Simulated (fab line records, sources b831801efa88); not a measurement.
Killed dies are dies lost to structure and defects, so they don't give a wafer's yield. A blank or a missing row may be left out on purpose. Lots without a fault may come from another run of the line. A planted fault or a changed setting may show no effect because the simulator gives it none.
fab line records | flow gf180mcu
record lots=5 wafers=15 last_day=33
route steps=602 shown V2@394 M3@409
lots that met no fault: from a run of the same line without faults
start_h: hours from the record's first day to the start of the lot's first wafer shown | wait_h: hours since the lot's step before | " the same as in the row above | L1.1+2: a row that stands for several wafers | - no value, or no start given | * or withheld: withheld | < > ~ a bound
route shown NAME@n: a module of which the file shows steps, and the number in the route of the first | usual: mean/standard deviation of fault-free wafers | same: alike in all rows | chamber/n: place in a boat | sites: the reading at each site | _std_site: their standard deviation | _edge_site: outer sites' mean less inner sites' | radius_mm: how far each site lies from the wafer's centre | mask NAME#n: copy n | behind: the tool/chamber that last shaped the wafer | hold: why the lot was held/for how many hours/how that ended | device: the transistor (n, p or np) that didn't switch | end of line: the same wafers' tests at the end of the route | a step without rows: its recipe alone | killed: dies lost to structure and defects at the first sort, not the wafer's yield | map: a wafer's dies, x killed, . not, _ none there
set.NAME: the setting as run; set.NAME@STEP: as run at that earlier step | model.NAME: the simulator's own value behind a step, which no gauge read
lots at some steps of the route; a table a step, a row a wafer
services: from which hour (start_h, from the record's first day; less than 0 if before it) a tool's chamber was out of use, for how many hours, and why
## steps
# step GF_V2_PEB_12
# recipe peb_temp_c=135 peb_time_s=90 resist=KrF
# columns lot.wafer tool chamber start_h wait_h
L075.1+4+5 litho_track-02 0 - -
L077.3+4+5 litho_track-03 0 - -
L079.1+3+4 litho_track-03 0 - -
L088.1+3+5 litho_track-02 0 - -
L093.1+4+6 litho_track-03 0 - -
# step GF_V2_DEVELOP_13
# recipe develop_time_s=60 resist=KrF dev_temp_c=21
# same develop_time_s=60
# columns lot.wafer tool chamber start_h wait_h
L075.1+4+5 litho_track-02 0 471.38 0.2
L077.3+4+5 litho_track-03 0 490.24 0.1
L079.1+3+4 litho_track-03 0 516.09 0.2
L088.1+3+5 litho_track-02 0 584.73 0.2
L093.1+4+6 litho_track-03 0 620.79 0.2
# step GF_V2_CD_MEAS_14
# recipe target_cd_nm=260
# usual cd_nm=259.7/1.2
# columns lot.wafer tool chamber start_h wait_h cd_nm
L075.1 cd_sem-02 - 471.53 0.1 259.4
L075.4 " - " " 260.8
L075.5 " - " " 260.9
L077.3 cd_sem-01 - 490.38 0.1 260.1
L077.4 " - " " 259.5
L077.5 " - " " 260.4
L079.1 cd_sem-02 - 516.25 0.1 260.4
L079.3 " - " " 258.4
L079.4 " - " " 259.2
L088.1 cd_sem-02 - 584.88 0.1 259.3
L088.3 " - " " 260.6
L088.5 " - " " 260.1
L093.1 cd_sem-02 - 620.94 0.1 260.7
L093.4 " - " " 260.2
L093.6 " - " " 259.8
# step GF_V2_OVL_MEAS_15
# usual V2_OVL=0/5.2
# columns lot.wafer tool chamber start_h wait_h V2_OVL[nm]
L075.1 overlay-02 - 471.65 0.1 -2
L075.4 " - " " -6
L075.5 " - " " 0
L077.3 overlay-02 - 490.47 0.1 11
L077.4 " - " " 7
L077.5 " - " " 6
L079.1 overlay-02 - 516.37 0.1 -2
L079.3 " - " " -8
L079.4 " - " " -5
L088.1 overlay-01 - 585.00 0.1 3
L088.3 " - " " 8
L088.5 " - " " 9
L093.1 overlay-02 - 621.06 0.1 6
L093.4 " - " " 3
L093.6 " - " " 4
# step GF_V2_ETCH_16
# recipe chemistry=N2/H2 target_depth_a=withheld overetch_a=withheld time_s=withheld target=BARC ion_energy_ev=200 source_w=500 bias_w=100 pressure_mtorr=30 n2_flow_sccm=100 h2_flow_sccm=200
# usual drypump_motor_current_A=5.7/0.53 h2_flow_sccm=200.0/0.54 n2_flow_sccm=100.0/0.31 oes_product_au=0.854/0.0048 throttle_valve_pct=13.223/0.0093
# columns lot.wafer tool chamber start_h wait_h drypump_motor_current_A h2_flow_sccm n2_flow_sccm oes_product_au throttle_valve_pct
L075.1 rie_diel-01 3 471.69 0.0 6.3 200.2 99.8 0.850 13.209
L075.4 " 3 " " 6.3 199.4 99.7 0.847 13.220
L075.5 " 0 " " 6.2 201.3 100.0 0.842 13.209
L077.3 rie_diel-01 2 490.50 0.0 6.6 199.9 100.5 0.856 13.225
L077.4 " 3 " " 6.3 200.5 99.9 0.853 13.228
L077.5 " 0 " " 6.2 200.2 99.7 0.856 13.224
L079.1 rie_diel-04 3 516.40 0.0 5.2 199.9 99.6 0.854 13.222
L079.3 " 2 " " 5.0 199.4 99.8 0.855 13.230
L079.4 " 1 " " 5.4 199.6 99.8 0.851 13.199
L088.1 rie_diel-01 0 585.03 0.0 6.3 199.5 100.3 0.849 13.221
L088.3 " 1 " " 5.1 199.5 99.8 0.851 13.215
L088.5 " 2 " " 6.6 199.4 99.4 0.852 13.220
L093.1 rie_diel-01 3 621.09 0.0 6.3 199.2 99.9 0.863 13.218
L093.4 " 0 " " 6.2 200.7 100.0 0.864 13.224
L093.6 " 0 " " 6.3 200.1 99.8 0.854 13.230
# step GF_V2_ETCH_17
# recipe chemistry=C4F8/O2/Ar mask_material=KrF target=SiO2 stop_on=TiN source_w=1500 bias_w=1200 pressure_mtorr=40 c4f8_flow_sccm=withheld O2_flow_sccm=6 Ar_flow_sccm=300 time_s=withheld target_depth_a=6300
# usual oes_product_au=0.856/0.0052
# columns lot.wafer tool chamber start_h wait_h oes_product_au
L075.1 rie_diel-01 3 - - 0.864
L075.4 " 3 " " 0.865
L075.5 " 0 " " 0.855
L077.3 rie_diel-01 2 - - 0.856
L077.4 " 3 " " 0.860
L077.5 " 0 " " 0.846
L079.1 rie_diel-04 3 - - 0.871
L079.3 " 2 " " 0.852
L079.4 " 1 " " 0.859
L088.1 rie_diel-01 0 - - 0.864
L088.3 " 1 " " 0.857
L088.5 " 2 " " 0.859
L093.1 rie_diel-01 3 - - 0.857
L093.4 " 0 " " 0.864
L093.6 " 0 " " 0.852
# step GF_V2_STRIP_18
# recipe chemistry=O2/N2 power_w=1400 pressure_mtorr=1500 platen_temp_c=250 o2_flow_sccm=3000 n2_flow_sccm=300 overash_fraction=0.5
# usual drypump_motor_current_A=5.9/0.53 heater_power_w=355/24 n2_flow_sccm=299.9/0.96 oes_product_au=0.592/0.0053 platen_temp_c=250.00/0.17
# columns lot.wafer tool chamber start_h wait_h drypump_motor_current_A heater_power_w n2_flow_sccm oes_product_au platen_temp_c rf_hours_counter_h
L075.1 plasma_asher-02 0 471.81 - 6.8 346 300.7 0.591 250.17 35
L075.4 " 0 " " 6.9 342 300.0 0.598 249.90 -
L075.5 " 0 " " 6.8 328 300.9 0.588 249.68 -
L077.3 plasma_asher-03 1 490.66 - 5.3 347 301.0 0.592 250.19 -
L077.4 " 0 " " 6.2 380 299.6 0.596 250.02 -
L077.5 " 0 " " 6.2 391 299.0 0.594 249.86 -
L079.1 plasma_asher-03 0 516.53 - 6.2 380 301.0 0.596 249.96 10
L079.3 " 0 " " 6.2 382 300.2 0.601 249.93 -
L079.4 " 1 " " 5.4 354 299.7 0.589 249.81 -
L088.1 plasma_asher-03 1 585.16 - 5.3 356 298.2 0.591 249.98 15
L088.3 " 1 " " 5.3 340 297.0 0.584 250.18 -
L088.5 " 0 " " 6.2 384 298.9 0.583 249.83 -
L093.1 plasma_asher-03 1 621.22 - 5.4 354 300.3 0.595 250.21 19
L093.4 " 1 " " 5.3 359 300.5 0.594 250.52 -
L093.6 " 0 " " 6.2 402 299.8 0.592 250.18 -
# step GF_V2_STRIP_19
# recipe chemistry=post_etch_residue_remover time_s=1200 temp_c=72.5
# usual bath_guard_temp_C=72.5/0.65
# columns lot.wafer tool chamber start_h wait_h bath_guard_temp_C
L075.1 wet_bench-03 0 471.91 0.1 72.8
L075.4 " 0 " " 72.7
L075.5 " 0 " " 72.8
L077.3 wet_bench-01 0 490.72 0.0 71.9
L077.4 " 0 " " 71.4
L077.5 " 0 " " 71.5
L079.1 wet_bench-03 0 516.63 0.1 72.7
L079.3 " 0 " " 72.3
L079.4 " 0 " " 72.4
L088.1 wet_bench-01 1 585.26 0.1 73.3
L088.3 " 1 " " 73.4
L088.5 " 1 " " 73.4
L093.1 wet_bench-02 3 621.32 0.1 73.5
L093.4 " 3 " " 73.6
L093.6 " 3 " " 73.0
# step GF_V2_CLEAN_20
# recipe chemistry=DIW dry=n2_spin
# columns lot.wafer tool chamber start_h wait_h
L075.1+4+5 wet_bench-02 0 472.26 0.0
L077.3+4+5 wet_bench-02 0 491.10 0.0
L079.1+3+4 wet_bench-02 3 516.98 0.0
L088.1+3+5 wet_bench-02 3 585.60 0.0
L093.1+4+6 wet_bench-03 1 621.70 0.0
# step GF_V2_SPUTTER_21
# recipe material=Ti target_thk_nm=15 chamber_pressure_pa=5 power_w=2500 substrate_temp_c=200 time_s=80.02
# usual throttle_valve_pct=30.4/0.81
# columns lot.wafer tool chamber start_h wait_h throttle_valve_pct
L075.1 pvd_sputter-02 - 472.35 0.0 31.2
L075.4 " - " " 30.7
L075.5 " - " " 31.0
L077.3 pvd_sputter-04 - 491.20 0.0 31.1
L077.4 " - " " 28.4
L077.5 " - " " 28.4
L079.1 pvd_sputter-02 - 517.07 0.0 31.0
L079.3 " - " " 30.6
L079.4 " - " " 30.7
L088.1 pvd_sputter-04 - 585.79 0.0 28.4
L088.3 " - " " 30.1
L088.5 " - " " 31.0
L093.1 pvd_sputter-01 - 621.79 0.0 29.5
L093.4 " - " " 31.7
L093.6 " - " " 31.2
# step GF_V2_SPUTTER_22
# recipe material=TiN target_thk_nm=10 chamber_pressure_pa=5 power_w=4000 time_s=40
# usual throttle_valve_pct=30.4/0.78
# columns lot.wafer tool chamber start_h wait_h throttle_valve_pct
L075.1 pvd_sputter-02 - 472.41 0.0 31.2
L075.4 " - " " 30.5
L075.5 " - " " 31.3
L077.3 pvd_sputter-04 - 491.26 0.0 30.9
L077.4 " - " " 28.6
L077.5 " - " " 28.7
L079.1 pvd_sputter-02 - 517.13 0.0 31.4
L079.3 " - " " 30.7
L079.4 " - " " 30.8
L088.1 pvd_sputter-04 - 585.85 0.0 28.9
L088.3 " - " " 30.2
L088.5 " - " " 31.0
L093.1 pvd_sputter-01 - 621.85 0.0 29.3
L093.4 " - " " 31.8
L093.6 " - " " 31.3
# step GF_V2_CVD_23
# recipe material=W target_thk_nm=350 time_s=104.94 temp_c=400 pressure_torr=40
# usual heater_power_outer_w=594/72 heater_power_w=951/120
# columns lot.wafer tool chamber start_h wait_h heater_power_outer_w heater_power_w
L075.1 cvd_w-01 0 472.45 0.0 612 1025
L075.4 " 0 " " 621 1042
L075.5 " 1 " " 701 1040
L077.3 cvd_w-02 0 491.33 0.1 561 969
L077.4 " 1 " " 497 728
L077.5 " 1 " " 496 742
L079.1 cvd_w-02 0 517.17 0.0 584 977
L079.3 " 1 " " 491 746
L079.4 " 0 " " 564 979
L088.1 cvd_w-01 0 585.89 0.0 604 1003
L088.3 " 1 " " 707 1020
L088.5 " 0 " " 610 1017
L093.1 cvd_w-02 0 621.89 0.0 593 994
L093.4 " 0 " " 572 1004
L093.6 " 1 " " 485 725
# step GF_V2_RS_MEAS_24
# recipe thk_meas_gauge=four-point-probe reads=W_of_V2_CVD_23+TiN_of_V2_SPUTTER_22+Ti_of_V2_SPUTTER_21
# usual V2_W_RS=0.329/0.0042
# columns lot.wafer tool chamber start_h wait_h V2_W_RS[ohm/sq]
L075.1 film_metro-01 - 472.56 0.1 0.327
L075.4 " - " " 0.325
L075.5 " - " " 0.330
L077.3 film_metro-03 - 491.45 0.1 0.327
L077.4 " - " " 0.332
L077.5 " - " " 0.333
L079.1 film_metro-04 - 517.28 0.1 0.324
L079.3 " - " " 0.337
L079.4 " - " " 0.325
L088.1 film_metro-01 - 586.00 0.1 0.326
L088.3 " - " " 0.332
L088.5 " - " " 0.324
L093.1 film_metro-03 - 622.00 0.1 0.329
L093.4 " - " " 0.327
L093.6 " - " " 0.332
# step GF_V2_THK_MEAS_25
# recipe thk_meas_gauge=xrf reads=W_of_V2_CVD_23
# usual V2_W_THK=352/5.5
# columns lot.wafer tool chamber start_h wait_h V2_W_THK[nm]
L075.1 film_metro-01 - 472.68 0.1 352
L075.4 " - " " 358
L075.5 " - " " 350
L077.3 film_metro-03 - 491.55 0.1 355
L077.4 " - " " 352
L077.5 " - " " 350
L079.1 film_metro-04 - 517.40 0.1 356
L079.3 " - " " 340
L079.4 " - " " 354
L088.1 film_metro-01 - 586.12 0.1 359
L088.3 " - " " 351
L088.5 " - " " 361
L093.1 film_metro-03 - 622.12 0.1 343
L093.4 " - " " 349
L093.6 " - " " 341
# step GF_V2_CMP_26
# recipe stop_on=SiO2 down_force_psi=3.5 platen_rpm=60 t_overpolish_s=15 target_thk_nm=0 pad_velocity_m_s=0.94248
# usual edge_zone_pressure_frac=1.000/0.0055 motor_current_A=10.9/0.82 overpolish_run_s=15.000/0.0087 time_to_endpoint_s=85/5.3
# same t_overpolish_s=15
# columns lot.wafer tool chamber start_h wait_h edge_zone_pressure_frac motor_current_A overpolish_run_s time_to_endpoint_s
L075.4 cmp-02 0 472.74 0.0 0.994 11.2 15.011 88
L075.1 " 1 " " 1.009 11.7 15.003 84
L075.5 " 0 " " 0.997 11.4 15.004 86
L077.3 cmp-02 3 491.69 0.1 0.998 11.7 15.010 90
L077.4 " 0 " " 1.008 11.9 14.994 93
L077.5 " 1 " " 0.990 12.3 14.990 87
L079.3 cmp-01 3 517.51 0.1 0.999 9.6 14.998 75
L079.4 " 0 " " 1.002 9.8 14.989 84
L079.1 " 1 " " 0.998 11.3 15.001 85
L088.1 cmp-01 0 586.28 0.1 1.005 10.0 15.010 82
L088.3 " 1 " " 1.002 11.3 14.997 85
L088.5 " 2 " " 1.006 11.2 14.989 86
L093.1 cmp-02 3 622.18 0.1 1.010 12.1 14.999 81
L093.4 " 0 " " 1.015 10.9 14.996 89
L093.6 " 0 " " 1.014 11.4 15.004 86
# step GF_M3_SPUTTER_00
# recipe material=Ti target_thk_nm=37.5 arriving_ion_energy_ev=80 substrate_temp_c=200 chamber_pressure_pa=2 power_w=4000 time_s=150
# usual throttle_valve_pct=30.3/0.93
# columns lot.wafer tool chamber start_h wait_h throttle_valve_pct
L075.1 pvd_sputter-03 - 473.04 0.2 29.1
L075.4 " - " " 28.4
L075.5 " - " " 29.7
L077.3 pvd_sputter-01 - 491.89 0.1 29.2
L077.4 " - " " 31.6
L077.5 " - " " 31.5
L079.1 pvd_sputter-03 - 517.76 0.1 29.2
L079.3 " - " " 30.2
L079.4 " - " " 30.1
L088.1 pvd_sputter-03 - 586.48 0.1 28.4
L088.3 " - " " 29.9
L088.5 " - " " 29.3
L093.1 pvd_sputter-01 - 622.48 0.2 31.4
L093.4 " - " " 31.5
L093.6 " - " " 29.8
# step GF_M3_SPUTTER_01
# recipe material=TiN target_thk_nm=30 power_w=6500 time_s=25 chamber_pressure_pa=0.4
# usual throttle_valve_pct=30.3/0.93
# columns lot.wafer tool chamber start_h wait_h throttle_valve_pct
L075.1 pvd_sputter-03 - 473.14 0.1 29.1
L075.4 " - " " 28.5
L075.5 " - " " 30.1
L077.3 pvd_sputter-01 - 491.99 0.1 29.3
L077.4 " - " " 31.5
L077.5 " - " " 31.6
L079.1 pvd_sputter-03 - 517.86 0.1 29.1
L079.3 " - " " 30.3
L079.4 " - " " 30.1
L088.1 pvd_sputter-03 - 586.58 0.1 28.5
L088.3 " - " " 29.9
L088.5 " - " " 29.3
L093.1 pvd_sputter-01 - 622.58 0.1 31.4
L093.4 " - " " 31.6
L093.6 " - " " 30.0
# step GF_M3_SPUTTER_02
# recipe material=AlCu target_thk_nm=450 power_w=10600 time_s=23.9 chamber_pressure_pa=0.4
# usual throttle_valve_pct=30.3/0.93
# columns lot.wafer tool chamber start_h wait_h throttle_valve_pct
L075.1 pvd_sputter-03 - 473.17 0.0 29.2
L075.4 " - " " 28.4
L075.5 " - " " 30.0
L077.3 pvd_sputter-01 - 492.02 0.0 29.4
L077.4 " - " " 31.8
L077.5 " - " " 31.7
L079.1 pvd_sputter-03 - 517.89 0.0 29.2
L079.3 " - " " 30.3
L079.4 " - " " 29.8
L088.1 pvd_sputter-03 - 586.61 0.0 28.2
L088.3 " - " " 29.8
L088.5 " - " " 29.3
L093.1 pvd_sputter-01 - 622.61 0.0 31.0
L093.4 " - " " 31.3
L093.6 " - " " 30.1
# step GF_M3_SPUTTER_03
# recipe material=Ti target_thk_nm=10 substrate_temp_c=300 chamber_pressure_pa=0.3 power_w=3000 time_s=6.7
# usual throttle_valve_pct=30.3/0.92
# columns lot.wafer tool chamber start_h wait_h throttle_valve_pct
L075.1 pvd_sputter-03 - 473.20 0.0 29.2
L075.4 " - " " 28.7
L075.5 " - " " 29.9
L077.3 pvd_sputter-01 - 492.05 0.0 29.5
L077.4 " - " " 31.4
L077.5 " - " " 32.0
L079.1 pvd_sputter-03 - 517.92 0.0 29.4
L079.3 " - " " 30.2
L079.4 " - " " 29.9
L088.1 pvd_sputter-03 - 586.64 0.0 28.6
L088.3 " - " " 30.0
L088.5 " - " " 29.4
L093.1 pvd_sputter-01 - 622.64 0.0 31.1
L093.4 " - " " 31.5
L093.6 " - " " 30.0
# step GF_M3_SPUTTER_04
# recipe material=TiN target_thk_nm=50 power_w=6500 time_s=41.7 chamber_pressure_pa=0.4
# usual throttle_valve_pct=30.3/0.91
# columns lot.wafer tool chamber start_h wait_h throttle_valve_pct
L075.1 pvd_sputter-03 - 473.22 0.0 29.4
L075.4 " - " " 28.6
L075.5 " - " " 30.0
L077.3 pvd_sputter-01 - 492.07 0.0 29.4
L077.4 " - " " 31.8
L077.5 " - " " 31.6
L079.1 pvd_sputter-03 - 517.94 0.0 29.3
L079.3 " - " " 30.3
L079.4 " - " " 30.3
L088.1 pvd_sputter-03 - 586.66 0.0 28.2
L088.3 " - " " 29.9
L088.5 " - " " 29.3
L093.1 pvd_sputter-01 - 622.66 0.0 31.4
L093.4 " - " " 31.3
L093.6 " - " " 30.3
# step GF_M3_RS_MEAS_05
# recipe thk_meas_gauge=four-point-probe reads=TiN_of_M3_SPUTTER_04+Ti_of_M3_SPUTTER_03+AlCu_of_M3_SPUTTER_02+TiN_of_M3_SPUTTER_01+Ti_of_M3_SPUTTER_00
# usual M3_ALCU_RS=0.0696/0.00098
# columns lot.wafer tool chamber start_h wait_h M3_ALCU_RS[ohm/sq]
L075.1 film_metro-03 - 473.26 0.0 0.0701
L075.4 " - " " 0.0708
L075.5 " - " " 0.0685
L077.3 film_metro-02 - 492.15 0.1 0.0701
L077.4 " - " " 0.0719
L077.5 " - " " 0.0715
L079.1 film_metro-02 - 517.98 0.0 0.0715
L079.3 " - " " 0.0713
L079.4 " - " " 0.0701
L088.1 film_metro-02 - 586.70 0.0 0.0697
L088.3 " - " " 0.0683
L088.5 " - " " 0.0698
L093.1 film_metro-03 - 622.70 0.0 0.0695
L093.4 " - " " 0.0695
L093.6 " - " " 0.0687
# step GF_M3_THK_MEAS_06
# recipe thk_meas_gauge=xrf reads=AlCu_of_M3_SPUTTER_02
# usual M3_ALCU_THK=461/7.4
# columns lot.wafer tool chamber start_h wait_h M3_ALCU_THK[nm]
L075.1 film_metro-03 - 473.38 0.1 459
L075.4 " - " " 457
L075.5 " - " " 470
L077.3 film_metro-02 - 492.25 0.1 456
L077.4 " - " " 445
L077.5 " - " " 448
L079.1 film_metro-02 - 518.10 0.1 449
L079.3 " - " " 452
L079.4 " - " " 457
L088.1 film_metro-02 - 586.82 0.1 458
L088.3 " - " " 468
L088.5 " - " " 457
L093.1 film_metro-03 - 622.82 0.1 464
L093.4 " - " " 464
L093.6 " - " " 469
# step GF_M3_DEHYDRATE_07
# recipe temp_c=200 time_s=60
# columns lot.wafer tool chamber start_h wait_h
L075.1+4+5 litho_track-01 0 485.35 12.0
L077.3+4+5 litho_track-01 0 503.30 11.0
L079.1+3+4 litho_track-03 0 529.74 11.6
L088.1+3+5 litho_track-01 0 596.80 10.0
L093.1+4+6 litho_track-03 0 632.94 10.1
# step GF_M3_HMDS_08
# recipe prime_time_s=60 prime_temp_c=120
# columns lot.wafer tool chamber start_h wait_h
L075.1+4+5 litho_track-01 0 485.50 0.1
L077.3+4+5 litho_track-01 0 503.45 0.1
L079.1+3+4 litho_track-03 0 529.89 0.1
L088.1+3+5 litho_track-01 0 596.95 0.1
L093.1+4+6 litho_track-03 0 633.09 0.1
# step GF_M3_COAT_09
# recipe resist=KrF spin_rpm=withheld resist_thk_nm=1000
# columns lot.wafer tool chamber start_h wait_h
L075.1+4+5 litho_track-01 0 485.65 0.1
L077.3+4+5 litho_track-01 0 503.60 0.1
L079.1+3+4 litho_track-03 0 530.04 0.1
L088.1+3+5 litho_track-01 0 597.10 0.1
L093.1+4+6 litho_track-03 0 633.24 0.1
# step GF_M3_SOFTBAKE_10
# recipe temp_c=130 time_s=60 resist=KrF
# columns lot.wafer tool chamber start_h wait_h
L075.1+4+5 litho_track-01 0 485.80 0.1
L077.3+4+5 litho_track-01 0 503.75 0.1
L079.1+3+4 litho_track-03 0 530.19 0.1
L088.1+3+5 litho_track-01 0 597.25 0.1
L093.1+4+6 litho_track-03 0 633.39 0.1
# step GF_M3_EXPOSE_11
# recipe mask_id=Metal3 target_cd_nm=280 na=0.68 source_shape=conventional sigma_outer=0.6 dose_mj=28
# same sigma_outer=0.6
# columns lot.wafer tool chamber start_h wait_h mask
L075.1+4+5 krf_scanner-01 0 - - Metal3#0
L077.3+4+5 krf_scanner-01 0 - - Metal3#0
L079.1+3+4 krf_scanner-01 0 - - Metal3#0
L088.1+3+5 krf_scanner-02 0 - - Metal3#0
L093.1+4+6 krf_scanner-02 0 - - Metal3#0
# step GF_M3_PEB_12
# recipe peb_temp_c=135 peb_time_s=90 resist=KrF
# columns lot.wafer tool chamber start_h wait_h
L075.1+4+5 litho_track-01 0 - -
L077.3+4+5 litho_track-01 0 - -
L079.1+3+4 litho_track-04 0 - -
L088.1+3+5 litho_track-04 0 - -
L093.1+4+6 litho_track-03 0 - -
# step GF_M3_DEVELOP_13
# recipe develop_time_s=60 dev_temp_c=21
# same develop_time_s=60
# columns lot.wafer tool chamber start_h wait_h
L075.1+4+5 litho_track-01 0 497.45 0.2
L077.3+4+5 litho_track-01 0 515.30 0.1
L079.1+3+4 litho_track-04 0 541.20 0.2
L088.1+3+5 litho_track-04 0 607.50 0.2
L093.1+4+6 litho_track-03 0 643.34 0.2
# step GF_M3_CD_MEAS_14
# recipe target_cd_nm=280
# usual cd_nm=279.7/1.4
# columns lot.wafer tool chamber start_h wait_h cd_nm
L075.1 cd_sem-01 - 497.60 0.1 279.1
L075.4 " - " " 279.3
L075.5 " - " " 280.4
L077.3 cd_sem-02 - 515.44 0.1 275.8
L077.4 " - " " 278.2
L077.5 " - " " 277.3
L079.1 cd_sem-02 - 541.35 0.1 280.8
L079.3 " - " " 280.1
L079.4 " - " " 280.1
L088.1 cd_sem-02 - 607.65 0.1 281.1
L088.3 " - " " 280.4
L088.5 " - " " 281.0
L093.1 cd_sem-01 - 643.59 0.2 278.7
L093.4 " - " " 278.8
L093.6 " - " " 280.0
# step GF_M3_OVL_MEAS_15
# usual M3_OVL=-3/5.2
# columns lot.wafer tool chamber start_h wait_h M3_OVL[nm]
L075.1 overlay-02 - 497.72 0.1 4
L075.4 " - " " 3
L075.5 " - " " -2
L077.3 overlay-01 - 515.53 0.1 1
L077.4 " - " " 3
L077.5 " - " " -7
L079.1 overlay-01 - 541.47 0.1 -12
L079.3 " - " " -8
L079.4 " - " " -11
L088.1 overlay-02 - 607.77 0.1 -7
L088.3 " - " " -5
L088.5 " - " " -7
L093.1 overlay-01 - 643.71 0.1 -1
L093.4 " - " " -6
L093.6 " - " " 0
# step GF_M3_METAL_ETCH_16
# recipe chemistry=Cl2/BCl3 mask_material=KrF target_depth_nm=627.5 stop_on=SiO2 pressure_mtorr=8 icp_w=800 bias_w=140 Cl2_flow_sccm=80 bcl3_flow_sccm=40 time_s=104.6
# usual drypump_motor_current_A=5.6/0.6 oes_product_au=0.971/0.0072 throttle_valve_pct=28.252/0.012
# columns lot.wafer tool chamber start_h wait_h drypump_motor_current_A oes_product_au rf_hours_counter_h throttle_valve_pct
L075.1 rie_metal-03 1 497.76 0.0 4.8 0.966 8 28.253
L075.4 " 1 " " 4.9 0.969 - 28.250
L075.5 " 1 " " 4.9 0.966 - 28.234
L077.3 rie_metal-04 0 515.63 0.1 5.5 0.970 - 28.260
L077.4 " 0 " " 5.5 0.959 - 28.266
L077.5 " 0 " " 5.5 0.972 - 28.266
L079.1 rie_metal-03 0 541.50 0.0 6.4 0.961 9 28.249
L079.3 " 1 " " 4.9 0.954 - 28.248
L079.4 " 0 " " 6.4 0.972 - 28.252
L088.1 rie_metal-04 0 607.80 0.0 5.5 0.976 4 28.249
L088.3 " 0 " " 5.5 0.981 - 28.249
L088.5 " 0 " " 5.5 0.973 - 28.253
L093.1 rie_metal-01 1 643.75 0.0 5.0 0.975 13 28.238
L093.4 " 1 " " 5.0 0.972 - 28.240
L093.6 " 0 " " 5.6 0.976 - 28.246
# step GF_M3_STRIP_17
# recipe chemistry=O2/N2 power_w=1400 pressure_mtorr=1500 platen_temp_c=250 o2_flow_sccm=3000 n2_flow_sccm=300 overash_fraction=0.5
# usual drypump_motor_current_A=5.8/0.44 heater_power_w=378/29 n2_flow_sccm=299.9/0.79 oes_product_au=0.558/0.0052 platen_temp_c=250.01/0.17 strip_time_to_endpoint_s=7.88/0.047
# columns lot.wafer tool chamber start_h wait_h drypump_motor_current_A heater_power_w n2_flow_sccm oes_product_au platen_temp_c rf_hours_counter_h strip_time_to_endpoint_s
L075.1 plasma_asher-02 0 497.87 0.1 6.8 328 301.4 0.553 249.84 38 7.90
L075.4 " 1 " " 5.6 334 300.0 0.560 249.81 - 7.89
L075.5 " 0 " " 6.8 337 300.6 0.567 249.95 - 7.93
L077.3 plasma_asher-04 1 515.81 0.1 5.6 410 300.5 0.565 250.19 - 7.90
L077.4 " 0 " " 5.7 389 298.9 0.566 250.19 - 7.90
L077.5 " 0 " " 5.7 398 300.7 0.558 249.96 - 7.89
L079.1 plasma_asher-02 1 541.61 0.1 5.6 336 300.4 0.562 249.92 43 7.86
L079.3 " 0 " " 6.8 337 300.5 0.560 250.00 - 7.85
L079.4 " 1 " " 5.6 343 301.7 0.558 250.04 - 7.83
L088.1 plasma_asher-03 0 607.91 0.1 6.2 381 299.0 0.556 250.14 18 7.83
L088.3 " 0 " " 6.2 377 300.6 0.550 249.98 - 7.83
L088.5 " 0 " " 6.2 381 300.6 0.556 249.94 - 7.85
L093.1 plasma_asher-04 0 643.86 0.1 5.7 395 301.3 0.562 250.01 86 7.85
L093.4 " 0 " " 5.6 395 301.5 0.558 249.77 - 7.89
L093.6 " 1 " " 5.6 426 299.6 0.566 250.12 - 7.99
# step GF_M3_STRIP_18
# recipe chemistry=post_etch_residue_remover time_s=1200 temp_c=72.5
# usual bath_guard_temp_C=72.6/0.57
# columns lot.wafer tool chamber start_h wait_h bath_guard_temp_C
L075.1 wet_bench-02 2 497.97 0.1 72.2
L075.4 " 2 " " 72.4
L075.5 " 2 " " 72.3
L077.3 wet_bench-02 1 515.88 0.0 71.7
L077.4 " 1 " " 71.7
L077.5 " 1 " " 71.8
L079.1 wet_bench-02 0 541.71 0.1 72.3
L079.3 " 0 " " 72.4
L079.4 " 0 " " 72.5
L088.1 wet_bench-04 1 608.01 0.1 73.0
L088.3 " 1 " " 73.1
L088.5 " 1 " " 72.9
L093.1 wet_bench-04 0 643.96 0.1 72.5
L093.4 " 0 " " 72.6
L093.6 " 0 " " 72.5
# step GF_M3_CLEAN_19
# recipe chemistry=DIW dry=n2_spin
# columns lot.wafer tool chamber start_h wait_h
L075.1+4+5 wet_bench-04 2 498.31 0.0
L077.3+4+5 wet_bench-01 1 516.22 0.0
L079.1+3+4 wet_bench-04 1 542.06 0.0
L088.1+3+5 wet_bench-01 2 608.36 0.0
L093.1+4+6 wet_bench-01 3 644.33 0.0
## services
# columns tool chamber start_h hours kind
rie_diel-01 0 456.40 12.6 repair
cvd_w-02 - 457.10 6.9 pm
pvd_sputter-02 - 460.69 2.8 repair
cmp-02 - 466.69 4.6 pm
cmp-02 - 474.07 2.8 repair
pvd_sputter-02 - 481.09 1.0 repair
krf_scanner-01 - 484.42 1.3 pm
cmp-02 - 490.67 0.7 repair
rie_diel-01 - 491.54 0.3 repair
krf_scanner-01 - 493.87 7.2 pm
pvd_sputter-03 - 500.86 0.6 repair
cmp-02 - 515.05 6.5 pm
wet_bench-04 - 523.66 3.7 repair
pvd_sputter-03 - 532.68 7.4 repair
plasma_asher-02 - 533.53 1.3 repair
rie_diel-01 0 542.48 4.6 repair
wet_bench-03 - 554.93 5.0 repair
plasma_asher-03 - 565.27 15.6 pm
cmp-02 - 568.52 2.3 repair
cmp-02 - 572.09 4.0 pm
pvd_sputter-01 - 584.54 2.1 repair
rie_diel-01 0 597.05 5.0 repair
wet_bench-01 - 625.95 1.9 pm
rie_diel-01 0 630.83 4.8 repair
## key
fault none
